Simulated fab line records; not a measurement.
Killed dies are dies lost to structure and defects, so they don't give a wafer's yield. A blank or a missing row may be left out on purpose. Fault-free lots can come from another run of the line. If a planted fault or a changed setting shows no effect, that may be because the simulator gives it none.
Which of the tools did it? || flow sky130 || 12 lots, 36 wafers sampled, at 6 steps of a route of 708

== WHAT EACH GAUGE READ, for each wafer ==
SKY_VT_ADJUST_HVTP_TW_MEAS_11.
{"lot": "L671", "measured": "day 6 06:58", "on": "film-metro-02", "VT_ADJUST_HVTP_TW": "1352 1362 1361"}
{"lot": "L672", "measured": "day 6 13:30", "on": "film-metro-04", "VT_ADJUST_HVTP_TW": "1366 1370 1372"}
{"lot": "L674", "measured": "day 6 21:30", "on": "film-metro-01", "VT_ADJUST_HVTP_TW": "1347 1341 1345"}
{"lot": "L675", "measured": "day 7 03:36", "on": "film-metro-04", "VT_ADJUST_HVTP_TW": "1375 1378 1375"}
{"lot": "L679", "measured": "day 8 04:43", "on": "film-metro-02", "VT_ADJUST_HVTP_TW": "1353 1354 1347"}
{"lot": "L680", "measured": "day 8 12:08", "on": "film-metro-02", "VT_ADJUST_HVTP_TW": "1353 1357 1351"}
{"lot": "L681", "measured": "day 8 16:06", "on": "film-metro-01", "VT_ADJUST_HVTP_TW": "1352 1360 1355"}
{"lot": "L690", "measured": "day 10 22:11", "on": "film-metro-04", "VT_ADJUST_HVTP_TW": "1363 1366 1372"}
{"lot": "L691", "measured": "day 11 07:12", "on": "film-metro-01", "VT_ADJUST_HVTP_TW": "1356 1360 1351"}
{"lot": "L692", "measured": "day 11 14:35", "on": "film-metro-04", "VT_ADJUST_HVTP_TW": "1365 1365 1369"}
{"lot": "L693", "measured": "day 11 20:54", "on": "film-metro-04", "VT_ADJUST_HVTP_TW": "1379 1376 1375"}
{"lot": "L694", "measured": "day 11 23:11", "on": "film-metro-02", "VT_ADJUST_HVTP_TW": "1360 1361 1362"}

SKY_SONOS_ONO_CD_MEAS_13 targets a cd of 410 nm.
{"lot": "L671", "measured": "day 12 22:14", "on": "cd-sem-01", "cd-nm (nm)": "408.3 410.8 409.1"}
{"lot": "L672", "measured": "day 13 04:34", "on": "cd-sem-01", "cd-nm (nm)": "410.7 409.2 411.1"}
{"lot": "L674", "measured": "day 13 10:31", "on": "cd-sem-02", "cd-nm (nm)": "410.8 413.2 412.3"}
{"lot": "L675", "measured": "day 13 20:18", "on": "cd-sem-01", "cd-nm (nm)": "406.4 406.1 406.7"}
{"lot": "L679", "measured": "day 15 02:49", "on": "cd-sem-02", "cd-nm (nm)": "410.3 413.0 414.4"}
{"lot": "L680", "measured": "day 15 12:51", "on": "cd-sem-01", "cd-nm (nm)": "410.4 410.3 409.4"}
{"lot": "L681", "measured": "day 15 18:17", "on": "cd-sem-01", "cd-nm (nm)": "413.6 413.1 414.2"}
{"lot": "L690", "measured": "day 18 22:53", "on": "cd-sem-01", "cd-nm (nm)": "406.4 403.4 406.3"}
{"lot": "L691", "measured": "day 19 06:31", "on": "cd-sem-02", "cd-nm (nm)": "409.4 407.7 406.9"}
{"lot": "L692", "measured": "day 19 16:37", "on": "cd-sem-01", "cd-nm (nm)": "408.5 408.4 408.9"}
{"lot": "L693", "measured": "day 20 03:01", "on": "cd-sem-02", "cd-nm (nm)": "407.5 406.6 407.9"}
{"lot": "L694", "measured": "day 20 08:12", "on": "cd-sem-01", "cd-nm (nm)": "409.1 408.9 410.8"}

SKY_GATE_OXIDE_OVL_MEAS_10.
{"lot": "L671", "measured": "day 14 01:34", "on": "overlay-02", "GATE_OXIDE_OVL (nm)": "-0.6 -1.3 -1.4"}
{"lot": "L672", "measured": "day 14 07:20", "on": "overlay-02", "GATE_OXIDE_OVL (nm)": "-0.4 0.7 0.5"}
{"lot": "L674", "measured": "day 14 15:00", "on": "overlay-02", "GATE_OXIDE_OVL (nm)": "1.5 3.6 2.6"}
{"lot": "L675", "measured": "day 15 00:39", "on": "overlay-01", "GATE_OXIDE_OVL (nm)": "-1.1 0.7 -0.7"}
{"lot": "L679", "measured": "day 16 08:32", "on": "overlay-01", "GATE_OXIDE_OVL (nm)": "0.7 -0.4 -0.5"}
{"lot": "L680", "measured": "day 16 18:33", "on": "overlay-01", "GATE_OXIDE_OVL (nm)": "2.6 1.3 1.8"}
{"lot": "L681", "measured": "day 16 23:57", "on": "overlay-02", "GATE_OXIDE_OVL (nm)": "- - -"}
{"lot": "L690", "measured": "day 20 07:54", "on": "overlay-02", "GATE_OXIDE_OVL (nm)": "0.9 1.0 1.5"}
{"lot": "L691", "measured": "day 20 15:08", "on": "overlay-02", "GATE_OXIDE_OVL (nm)": "0.0 -0.7 -1.4"}
{"lot": "L692", "measured": "day 21 00:32", "on": "overlay-02", "GATE_OXIDE_OVL (nm)": "-0.6 0.5 0.5"}
{"lot": "L693", "measured": "day 21 11:50", "on": "overlay-02", "GATE_OXIDE_OVL (nm)": "-0.1 1.0 1.9"}
{"lot": "L694", "measured": "day 21 16:48", "on": "overlay-01", "GATE_OXIDE_OVL (nm)": "-1.8 -2.3 -1.6"}

SKY_GATE_OXIDE_TW_MEAS_14.
{"lot": "L671", "measured": "day 14 01:58", "on": "film-metro-02", "GATE_OXIDE_TW": "223.0 223.8 223.3"}
{"lot": "L672", "measured": "day 14 07:44", "on": "film-metro-03", "GATE_OXIDE_TW": "225.4 225.8 223.9"}
{"lot": "L674", "measured": "day 14 15:24", "on": "film-metro-02", "GATE_OXIDE_TW": "223.6 224.7 224.2"}
{"lot": "L675", "measured": "day 15 01:02", "on": "film-metro-02", "GATE_OXIDE_TW": "226.2 225.7 225.7"}
{"lot": "L679", "measured": "day 16 08:56", "on": "film-metro-02", "GATE_OXIDE_TW": "224.1 224.2 224.9"}
{"lot": "L680", "measured": "day 16 18:56", "on": "film-metro-02", "GATE_OXIDE_TW": "225.1 225.0 223.6"}
{"lot": "L681", "measured": "day 17 00:20", "on": "film-metro-02", "GATE_OXIDE_TW": "30.2 30.1 30.2 29.9 30.1 30.1"}
{"lot": "L690", "measured": "day 20 08:17", "on": "film-metro-03", "GATE_OXIDE_TW": "227.4 227.4 227.8"}
{"lot": "L691", "measured": "day 20 15:32", "on": "film-metro-02", "GATE_OXIDE_TW": "221.3 223.0 224.1"}
{"lot": "L692", "measured": "day 21 00:55", "on": "film-metro-03", "GATE_OXIDE_TW": "227.4 226.2 227.0"}
{"lot": "L693", "measured": "day 21 12:14", "on": "film-metro-02", "GATE_OXIDE_TW": "225.4 224.2 224.0"}
{"lot": "L694", "measured": "day 21 17:11", "on": "film-metro-02", "GATE_OXIDE_TW": "225.2 224.5 225.2"}

SKY_POLY_GATE_CD_MEAS_22.
{"lot": "L671", "measured": "day 16 16:05", "on": "cd-sem-01", "cd-nm (nm)": "148.3 149.6 151.8"}
{"lot": "L672", "measured": "day 16 21:55", "on": "cd-sem-02", "cd-nm (nm)": "150.5 151.7 152.6"}
{"lot": "L674", "measured": "day 17 07:22", "on": "cd-sem-01", "cd-nm (nm)": "151.4 151.3 149.3"}
{"lot": "L675", "measured": "day 17 18:56", "on": "cd-sem-02", "cd-nm (nm)": "153.4 148.9 154.0"}
{"lot": "L679", "measured": "day 19 12:32", "on": "cd-sem-02", "cd-nm (nm)": "151.7 152.6 152.0"}
{"lot": "L680", "measured": "day 19 13:38", "on": "cd-sem-02", "cd-nm (nm)": "147.3 148.5 146.7"}
{"lot": "L690", "measured": "day 23 05:20", "on": "cd-sem-01", "cd-nm (nm)": "148.7 147.6 147.3"}
{"lot": "L691", "measured": "day 23 13:08", "on": "cd-sem-02", "cd-nm (nm)": "148.5 152.2 149.3"}
{"lot": "L692", "measured": "day 23 22:08", "on": "cd-sem-02", "cd-nm (nm)": "150.2 149.5 151.7"}
{"lot": "L693", "measured": "day 24 07:40", "on": "cd-sem-02", "cd-nm (nm)": "149.2 150.6 148.3"}
{"lot": "L694", "measured": "day 24 14:42", "on": "cd-sem-01", "cd-nm (nm)": "148.9 149.1 148.6"}

== WHAT TOOL EACH LOT RAN ON (gives the tool, then ch and the chambers of the sampled wafers, and finally the start) ==
{"lot": "L671", "SKY_GATE_OXIDE_EXPOSE_07": "iline-stepper-02 ch 0, day 13 12:50"}
{"lot": "L672", "SKY_GATE_OXIDE_EXPOSE_07": "iline-stepper-01 ch 0, day 13 19:07"}
{"lot": "L674", "SKY_GATE_OXIDE_EXPOSE_07": "iline-stepper-02 ch 0, day 14 02:28"}
{"lot": "L675", "SKY_GATE_OXIDE_EXPOSE_07": "iline-stepper-02 ch 0, day 14 11:51"}
{"lot": "L679", "SKY_GATE_OXIDE_EXPOSE_07": "iline-stepper-02 ch 0, day 15 18:44"}
{"lot": "L680", "SKY_GATE_OXIDE_EXPOSE_07": "iline-stepper-01 ch 0, day 16 04:45"}
{"lot": "L681", "SKY_GATE_OXIDE_EXPOSE_07": "iline-stepper-02 ch 0, day 16 10:16"}
{"lot": "L690", "SKY_GATE_OXIDE_EXPOSE_07": "iline-stepper-01 ch 0, day 19 16:23"}
{"lot": "L691", "SKY_GATE_OXIDE_EXPOSE_07": "iline-stepper-01 ch 0, day 19 23:31"}
{"lot": "L692", "SKY_GATE_OXIDE_EXPOSE_07": "iline-stepper-02 ch 0, day 20 09:52"}
{"lot": "L693", "SKY_GATE_OXIDE_EXPOSE_07": "iline-stepper-02 ch 0, day 20 20:31"}
{"lot": "L694", "SKY_GATE_OXIDE_EXPOSE_07": "iline-stepper-02 ch 0, day 21 01:48"}
- SKY_GATE_OXIDE_EXPOSE_07: exposes mask LVOM, target cd 600 nm.

== WHAT THE TOOLS THEMSELVES READ (means of the sampled wafers that have a number; where no wafer has one, the mark that the record gives instead) ==
The record holds no such reading with a usual standard deviation.

== THE ANSWER, worked out from the rows above alone ==
Rule: what is usual is taken from the lots themselves. Put in order of their means at a reading, lots are off if they are a third of the lots or fewer, leave a main group of 4 or more, and stand apart from it by a gap of 3 or more times the standard deviation of the main group's means; of several such gaps the widest counts. If all means in a main group match to the digits the tables above print for the reading, that group is not used. Also off: a lot with no number at a reading for which 4 or more lots have one. Any other lot the step has rows for is counted as sound. Order of review: gauges by route order, followed by the tools' own readings, for which a lot's mean as printed above is used. The first step at which some lot is off is used, and at that step the reading that is off furthest; a lot without a number counts as furthest.
Off: at SKY_GATE_OXIDE_OVL_MEAS_10 (GATE_OXIDE_OVL), L681. Without a number there: L681. Mean 0.3 nm and standard deviation 1.2 in the main group.
A tool fits if, at a process step before that reading, it ran every lot that is off, and no sound lot after the first of them. Not tried: the gauges at SKY_GATE_OXIDE_OVL_MEAS_10; whatever is off there is also off at SKY_GATE_OXIDE_TW_MEAS_14, on other tools, and gauge error can't account for it. Not one of the candidates tried fits.

== WHAT THE SIMULATOR HAD PUT IN ==
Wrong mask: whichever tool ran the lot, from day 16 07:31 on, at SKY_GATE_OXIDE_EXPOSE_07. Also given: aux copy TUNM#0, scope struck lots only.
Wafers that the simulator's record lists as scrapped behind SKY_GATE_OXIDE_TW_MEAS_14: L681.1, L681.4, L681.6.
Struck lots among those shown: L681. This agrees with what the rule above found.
